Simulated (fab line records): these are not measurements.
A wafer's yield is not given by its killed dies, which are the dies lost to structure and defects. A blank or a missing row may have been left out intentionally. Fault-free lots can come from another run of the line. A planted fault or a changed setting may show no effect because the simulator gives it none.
A single fault, viewed from 2 desks    flow sky130    what lay behind the numbers comes last; until then each desk has only its own

## DESK OF THE TOOL OWNER: pvd_sputter-01
The tool's own readings at SKY_METAL5_SPUTTER_00 (material Ti, target thk 15 nm, time 10 s): means of the sampled wafers that have a number, for each lot that ran on this tool. Any lot whose mean is over 4 standard deviations away from the usual mean is out of limits and marked OUT; that distance is given in the brackets.
Columns: A = chamber_pressure_pa at SKY_METAL5_SPUTTER_00, usual 0.4000 Pa; B = throttle_valve_pct at SKY_METAL5_SPUTTER_00, usual 30.5 %
lot   first seen here  A       B
L798  day 45 05:39     0.4001  31.1
L800  day 45 18:47     0.4001  31.4
L811  day 48 09:22     0.3993  31.2
This desk's finding: nothing out of limits on any of the 3 lots.

## AT THE METROLOGY DESK
What the gauges read, lot by lot, whatever tool the lot ran on: means of the sampled wafers that have a number. Any lot whose mean is over 4 standard deviations away from the usual mean is out of limits and marked OUT; that distance is given in the brackets.
Columns: A = VIA4_OVL at SKY_VIA4_OVL_MEAS_11, usual 0.6 nm; B = VIA4_W_RS at SKY_VIA4_RS_MEAS_19, usual 0.2266 ohm/sq; C = VIA4_W_THK at SKY_VIA4_THK_MEAS_20, usual 499 nm
lot   first seen here  A     B       C
L793  day 43 21:47     1.0   0.2266  497
L798  day 45 04:16     -1.1  0.2213  512
L800  day 45 17:23     1.2   0.2250  504
L803  day 46 08:17     -2.0  0.2289  489
L804  day 46 13:39     1.0   0.2285  497
L811  day 48 07:51     1.1   0.2301  488
This desk's finding: nothing out of limits on any of the 6 lots.

## BROUGHT TOGETHER
The desk of the tool owner found nothing out of limits.
Nothing out of limits was seen by the metrology desk.

## WHAT WAS PUT IN BY THE SIMULATOR
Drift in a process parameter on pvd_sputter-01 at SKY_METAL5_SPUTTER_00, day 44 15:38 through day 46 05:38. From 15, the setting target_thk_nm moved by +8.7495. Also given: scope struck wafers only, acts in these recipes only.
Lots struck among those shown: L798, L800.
